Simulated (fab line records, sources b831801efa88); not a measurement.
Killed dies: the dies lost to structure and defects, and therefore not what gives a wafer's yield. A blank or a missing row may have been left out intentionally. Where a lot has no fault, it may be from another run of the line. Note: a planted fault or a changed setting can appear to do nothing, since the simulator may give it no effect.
Comparing a struck lot with a sound one | flow sky130 | 17 steps out of a route of 708
Sound: these wafers, L543.2, L543.5, L543.6. Struck: wafers L553.1, L553.3, L553.6. The cause is given at the end.
Per side, at each step with rows, come the tool, then ch with its chambers, and then its first start. Under that, the readings that differ: sound wafers | struck wafers | difference of the means | sigmas: that difference in standard deviations of wafers without a fault.
alike: readings whose means differ by less than 2 such deviations, and words and numbers that are the same on both sides. not compared: withheld readings, readings that some wafer has no value for, bounds like >300 that may hide the same value, and numbers for which the record gives no deviation and whose values overlap.
Wherever a step has rows on one side only, a row that says differs or no value, or a row with sigmas, the two part there. Non-overlapping numbers with no deviation appear without sigmas and do not part them. A reading missing from all wafers of one side parts the sides only when that side holds two or more wafers.

first, 4 steps without rows for these wafers: SKY_CONTACT_STRIP_20 (strips in post etch residue remover, time 1200 s); SKY_CONTACT_CLEAN_21 (cleans in IPA, time 180 s); SKY_CONTACT_CLEAN_22 (cleans in O3/DIW); SKY_CONTACT_SPUTTER_23 (material TiN, target thk 20 nm, time 80 s).
SKY_CONTACT_CVD_24: deposits W, target thk 340 nm, time 102.12 s.
  sound on cvd_w-01 ch 0,1, day 34 11:37; struck on cvd_w-02 ch 0,1, day 37 12:18
  alike: heater_power_w
SKY_CONTACT_RS_MEAS_25: the measuring method here is four-point-probe.
  struck on film_metro-04, day 37 12:25; sound on film_metro-03, day 34 11:44
  alike: CONTACT_W_RS
SKY_CONTACT_THK_MEAS_26: measures by xrf.
  struck on film_metro-04, day 37 12:32; sound on film_metro-03, day 34 11:51
  alike: CONTACT_W_THK
SKY_CONTACT_CMP_27: polishes, stops on SiO2, t overpolish 15 s, target thk 0 nm.
  sound on cmp-02 ch 1,2,3, day 34 12:03; struck on cmp-01 ch 0,1,2, day 37 12:35
  reading                | sound    | struck   | difference | sigmas
  time_to_endpoint_s (s) | 84 85 83 | 92 91 93 | +8         | +2
  alike: motor_current_A, overpolish_run_s
then, 1 step without rows for these wafers: SKY_METAL1_SPUTTER_00 (material Ti, target thk 15 nm, time 10 s).
SKY_METAL1_SPUTTER_01: material TiN, target thk 20 nm, time 16.7 s.
  struck on pvd_sputter-02, day 37 12:55; sound on pvd_sputter-03, day 34 12:13
  alike: cathode_dc_power_W, chamber_pressure_pa, throttle_valve_pct
SKY_METAL1_SPUTTER_02: material AlCu, target thk 250 nm, time 13.3 s.
  struck on pvd_sputter-02, day 37 12:56; sound on pvd_sputter-03, day 34 12:15
  alike: cathode_dc_power_W, chamber_pressure_pa, throttle_valve_pct
SKY_METAL1_SPUTTER_03: material Ti, target thk 5 nm, time 3.3 s.
  struck on pvd_sputter-02, day 37 12:58; sound on pvd_sputter-03, day 34 12:16
  alike: cathode_dc_power_W, chamber_pressure_pa, throttle_valve_pct
SKY_METAL1_SPUTTER_04: material TiN, target thk 70 nm, time 58.3 s.
  struck on pvd_sputter-02, day 37 12:59; sound on pvd_sputter-03, day 34 12:17
  no value came back on the struck wafers for cathode_dc_power_W (W), chamber_pressure_pa (Pa), throttle_valve_pct (%); on the sound wafers cathode_dc_power_W (W) reads 6500.7 6499.6 6500.0
SKY_METAL1_RS_MEAS_05: the measuring method here is four-point-probe.
  struck on film_metro-02, day 37 13:02; sound on film_metro-04, day 34 12:22
  alike: METAL1_ALCU_RS
SKY_METAL1_THK_MEAS_06: measures by xrf.
  struck on film_metro-02, day 37 13:09; sound on film_metro-04, day 34 12:28
  reading              | sound             | struck            | difference | sigmas
  METAL1_ALCU_THK (nm) | 253.4 252.5 255.1 | 287.7 293.3 288.4 | +36.1      | +16
then, 1 step without rows for these wafers: SKY_METAL1_DEHYDRATE_07 (time 60 s).
-- the record jumps here: 12 days lie between the struck wafers' starts before and after (it left off in module METAL1 and takes up again in module PAD_OPEN, whose first step shown is number 708 of the route) --
SKY_PAD_OPEN_PROBE_99:
  struck on prober-02, day 50 00:08; sound on prober-01, day 48 00:59
  reading                       | sound             | struck           | difference | sigmas
  killed_at_other               | 0 1 4             | 0 1 0            | -1         | -2
  model.etest.via1_chain.rc_ohm | 16.38 16.01 15.13 | 27.4 26.87 27.41 | +11.4      |
  alike: defect_limited_yield, killed_at_M0_to_M3, killed_at_M4_up, killed_at_contacts, killed_at_front_end, killed_dies, killed_open, killed_short, sort_bin_3_pad_short, sort_bin_5_function, sort_bin_6_memory, sort_bin_8_speed, sort_n_pass, sort_yield_pct

## WHERE THEY PART
Earliest at SKY_CONTACT_CMP_27; latest, in this record, at SKY_PAD_OPEN_PROBE_99.

WHY: the cause the simulator had injected
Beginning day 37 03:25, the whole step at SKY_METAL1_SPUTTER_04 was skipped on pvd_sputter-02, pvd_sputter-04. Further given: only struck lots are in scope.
